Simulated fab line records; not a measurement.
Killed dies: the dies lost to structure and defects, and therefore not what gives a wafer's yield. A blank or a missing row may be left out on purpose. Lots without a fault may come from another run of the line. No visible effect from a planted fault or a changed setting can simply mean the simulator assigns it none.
One fault seen from 2 desks    flow sky130    only its own numbers are on each desk; what lay behind them is given at the end

== DESK OF THE TOOL OWNER: pecvd-03 ==
The tool's own readings at SKY_CAPM_CVD_00 (deposits SiO2, target thk 15.5 nm): means of the sampled wafers that have a number, for each lot that ran on this tool. Marked OUT: a lot whose mean sits more than 4 standard deviations from the usual mean, which makes it out of limits; the brackets give that distance.
Columns: A = heaterPowerW at SKY_CAPM_CVD_00, usual 686 W; B = rfFwdPowerW at SKY_CAPM_CVD_00, usual 441.3 W
lot   first seen here  A    B
L510  day 36 04:51     579  442.8
L512  day 37 01:01     617  441.2
L519  day 39 06:33     680  442.5
L525  day 41 00:26     644  440.3
Finding of this desk: none of the 4 lots has anything out of limits.

== METROLOGY DESK ==
What the gauges read for every lot (on any tool): the sampled wafers with a number, averaged. Marked OUT: a lot whose mean sits more than 4 standard deviations from the usual mean, which makes it out of limits; the brackets give that distance.
Columns: A = POLY_CUT_OVL at SKY_POLY_CUT_OVL_MEAS_09, usual -3 nm; B = CAPM_CVD_00_THK at SKY_CAPM_THK_MEAS_01, usual 15.57 nm
lot   first seen here  A   B
L510  day 24 03:16     -2  15.89
L511  day 24 21:05     -2  15.52
L512  day 25 04:38     -7  15.55
L514  day 25 19:22     -6  15.57
L515  day 26 08:23     7   15.40
L516  day 26 11:10     -6  15.87
L519  day 27 13:17     2   15.45
L525  day 29 13:28     -1  19.84 (+18) OUT
L528  day 30 18:56     -7  15.58
L529  day 31 06:29     -1  15.59
L531  day 31 11:26     -3  15.32
This desk's finding: out of limits on L525; first on L525, day 41 00:27 (CAPM_CVD_00_THK at SKY_CAPM_THK_MEAS_01). L510, L511, L512, L514, L515, L516, L519, L528, L529, L531: within limits.

== BROUGHT TOGETHER ==
Metrology desk: alarm possible at day 41 00:27 on L525.
The tool owner's desk saw nothing out of limits.
Tool owner's desk: L525 on record, inside its limits.
All the named lots went through SKY_CAPM_CVD_00 on pecvd-03.

== WHAT THE SIMULATOR HAD PUT IN ==
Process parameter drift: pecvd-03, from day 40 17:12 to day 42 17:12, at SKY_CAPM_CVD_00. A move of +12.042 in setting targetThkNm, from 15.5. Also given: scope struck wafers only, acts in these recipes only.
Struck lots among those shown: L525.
Time in hours between the start of the fault and the first out-of-limits reading at each desk: metrology desk, 7.
